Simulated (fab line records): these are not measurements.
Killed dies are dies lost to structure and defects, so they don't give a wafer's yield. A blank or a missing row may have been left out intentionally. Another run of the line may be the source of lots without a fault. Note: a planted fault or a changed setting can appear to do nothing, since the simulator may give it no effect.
Lot-split experiment :: flow sky130 :: 5 lots, 27 wafers read, on a route of 708 steps

THE SPLIT ITSELF
At SKY_PASSIVATION_DEVELOP_10 (develop time 60 s), the setting develop-time-s was moved away from the recipe's 60 s on 6 of the 27 wafers read, by +20.3% to +43.1%. For the rest of the wafers, this setting stayed at what the recipe calls for.

No step appears in the file between the split and the reading.

THE READING
PASSIVATION.cd-nm (the simulator's own value, which no gauge read), in nm, at SKY_PASSIVATION_ETCH_11 (etches the open film in CF4/O2, stops on AlCu, target depth 725 nm, time 161.1 s). No usual value for it is given in the file. Here, 21 wafers ran the recipe; their average is 2993 nm with a standard deviation of 7.3 nm.

wafer: L078.4
tool, chamber at the split: litho-track-04, 0
develop-time-s as run, s: 60
against the recipe: recipe
PASSIVATION.cd-nm, nm: 2992
against lot-mates on the recipe: -

wafer: L078.5
tool, chamber at the split: litho-track-04, 0
develop-time-s as run, s: 60
against the recipe: recipe
PASSIVATION.cd-nm, nm: 2995
against lot-mates on the recipe: -

wafer: L078.6
tool, chamber at the split: litho-track-04, 0
develop-time-s as run, s: 60
against the recipe: recipe
PASSIVATION.cd-nm, nm: 2987
against lot-mates on the recipe: -

wafer: L079.1
tool, chamber at the split: litho-track-03, 0
develop-time-s as run, s: 60
against the recipe: recipe
PASSIVATION.cd-nm, nm: 2985
against lot-mates on the recipe: -

wafer: L079.2
tool, chamber at the split: litho-track-03, 0
develop-time-s as run, s: 72.18
against the recipe: +20.3%
PASSIVATION.cd-nm, nm: 3002
against lot-mates on the recipe: +23

wafer: L079.3
tool, chamber at the split: litho-track-03, 0
develop-time-s as run, s: 72.18
against the recipe: +20.3%
PASSIVATION.cd-nm, nm: 3000
against lot-mates on the recipe: +21

wafer: L079.4
tool, chamber at the split: litho-track-03, 0
develop-time-s as run, s: 72.18
against the recipe: +20.3%
PASSIVATION.cd-nm, nm: 2994
against lot-mates on the recipe: +15

wafer: L079.5
tool, chamber at the split: litho-track-03, 0
develop-time-s as run, s: 60
against the recipe: recipe
PASSIVATION.cd-nm, nm: 2976
against lot-mates on the recipe: -

wafer: L079.6
tool, chamber at the split: litho-track-03, 0
develop-time-s as run, s: 60
against the recipe: recipe
PASSIVATION.cd-nm, nm: 2977
against lot-mates on the recipe: -

wafer: L082.1
tool, chamber at the split: litho-track-03, 0
develop-time-s as run, s: 85.87
against the recipe: +43.1%
PASSIVATION.cd-nm, nm: 3031
against lot-mates on the recipe: +36

wafer: L082.2
tool, chamber at the split: litho-track-03, 0
develop-time-s as run, s: 60
against the recipe: recipe
PASSIVATION.cd-nm, nm: 2994
against lot-mates on the recipe: -

wafer: L082.3
tool, chamber at the split: litho-track-03, 0
develop-time-s as run, s: 85.87
against the recipe: +43.1%
PASSIVATION.cd-nm, nm: 3027
against lot-mates on the recipe: +32

wafer: L082.6
tool, chamber at the split: litho-track-03, 0
develop-time-s as run, s: 85.87
against the recipe: +43.1%
PASSIVATION.cd-nm, nm: 3027
against lot-mates on the recipe: +32

wafer: L082.4
tool, chamber at the split: litho-track-03, 0
develop-time-s as run, s: 60
against the recipe: recipe
PASSIVATION.cd-nm, nm: 2992
against lot-mates on the recipe: -

wafer: L082.5
tool, chamber at the split: litho-track-03, 0
develop-time-s as run, s: 60
against the recipe: recipe
PASSIVATION.cd-nm, nm: 2998
against lot-mates on the recipe: -

wafer: L083.1
tool, chamber at the split: litho-track-04, 0
develop-time-s as run, s: 60
against the recipe: recipe
PASSIVATION.cd-nm, nm: 2992
against lot-mates on the recipe: -

wafer: L083.2
tool, chamber at the split: litho-track-04, 0
develop-time-s as run, s: 60
against the recipe: recipe
PASSIVATION.cd-nm, nm: 3003
against lot-mates on the recipe: -

wafer: L083.3
tool, chamber at the split: litho-track-04, 0
develop-time-s as run, s: 60
against the recipe: recipe
PASSIVATION.cd-nm, nm: 3003
against lot-mates on the recipe: -

wafer: L083.4
tool, chamber at the split: litho-track-04, 0
develop-time-s as run, s: 60
against the recipe: recipe
PASSIVATION.cd-nm, nm: 3001
against lot-mates on the recipe: -

wafer: L083.5
tool, chamber at the split: litho-track-04, 0
develop-time-s as run, s: 60
against the recipe: recipe
PASSIVATION.cd-nm, nm: 3002
against lot-mates on the recipe: -

wafer: L083.6
tool, chamber at the split: litho-track-04, 0
develop-time-s as run, s: 60
against the recipe: recipe
PASSIVATION.cd-nm, nm: 3000
against lot-mates on the recipe: -

wafer: L081.1
tool, chamber at the split: litho-track-03, 0
develop-time-s as run, s: 60
against the recipe: recipe
PASSIVATION.cd-nm, nm: 2992
against lot-mates on the recipe: -

wafer: L081.2
tool, chamber at the split: litho-track-03, 0
develop-time-s as run, s: 60
against the recipe: recipe
PASSIVATION.cd-nm, nm: 2994
against lot-mates on the recipe: -

wafer: L081.3
tool, chamber at the split: litho-track-03, 0
develop-time-s as run, s: 60
against the recipe: recipe
PASSIVATION.cd-nm, nm: 2996
against lot-mates on the recipe: -

wafer: L081.4
tool, chamber at the split: litho-track-03, 0
develop-time-s as run, s: 60
against the recipe: recipe
PASSIVATION.cd-nm, nm: 2997
against lot-mates on the recipe: -

wafer: L081.5
tool, chamber at the split: litho-track-03, 0
develop-time-s as run, s: 60
against the recipe: recipe
PASSIVATION.cd-nm, nm: 2997
against lot-mates on the recipe: -

wafer: L081.6
tool, chamber at the split: litho-track-03, 0
develop-time-s as run, s: 60
against the recipe: recipe
PASSIVATION.cd-nm, nm: 2990
against lot-mates on the recipe: -

FIT RESULTS
A straight line over all 27 wafers: PASSIVATION.cd-nm changes by +0.727 nm for each +1% of develop-time-s; r = +0.81; the points scatter about the line by 7.7 nm.
The same after taking each lot's own level away (the mean of its wafers on the recipe; 27 wafers): +0.806 nm for each +1%; r = +0.96; scatter 3.5 nm.
The reading moves by 35 nm for the largest change in develop-time-s, on that fit.
The span of the lots' own levels, 2979.3 to 3000.2 nm, comes to 2.9 times the standard deviation stated above.
Hence the lot-to-lot level has little effect on the slope; both slopes agree.
Check: with one of the wafers moved furthest among these (+43.1%) left out of the fit, the line predicts +34.4 nm for it against its lot-mates. Against them it came out at +36.3 nm.

OTHER SPLITS APPLIED TO THESE WAFERS
Before the reading, these wafers also passed through other splits. Each is held against what the fit with the lots' levels taken away leaves over:
other split on the same wafers: SKY_LI_CONTACT_HDPCVD_00 time-s
wafers away from the commonest value: 9
r with PASSIVATION.cd-nm (lot level and that fit taken away): +0.09

other split on the same wafers: SKY_METAL1_DEVELOP_14 develop-time-s
wafers away from the commonest value: 9
r with PASSIVATION.cd-nm (lot level and that fit taken away): +0.23

other split on the same wafers: SKY_VIA1_SPUTTER_20 time-s
wafers away from the commonest value: 9
r with PASSIVATION.cd-nm (lot level and that fit taken away): -0.19

other split on the same wafers: SKY_METAL3_METAL_ETCH_18 target-depth-a
wafers away from the commonest value: 12
r with PASSIVATION.cd-nm (lot level and that fit taken away): +0.18

other split on the same wafers: SKY_VIA3_ETCH_15 time-s
wafers away from the commonest value: 12
r with PASSIVATION.cd-nm (lot level and that fit taken away): +0.10

other split on the same wafers: SKY_VIA4_HDPCVD_00 time-s
wafers away from the commonest value: 9
r with PASSIVATION.cd-nm (lot level and that fit taken away): +0.08

FILE'S OWN FIT
PASSIVATION.cd-nm changes by +0.813 nm for each +1% of develop-time-s, r = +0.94.
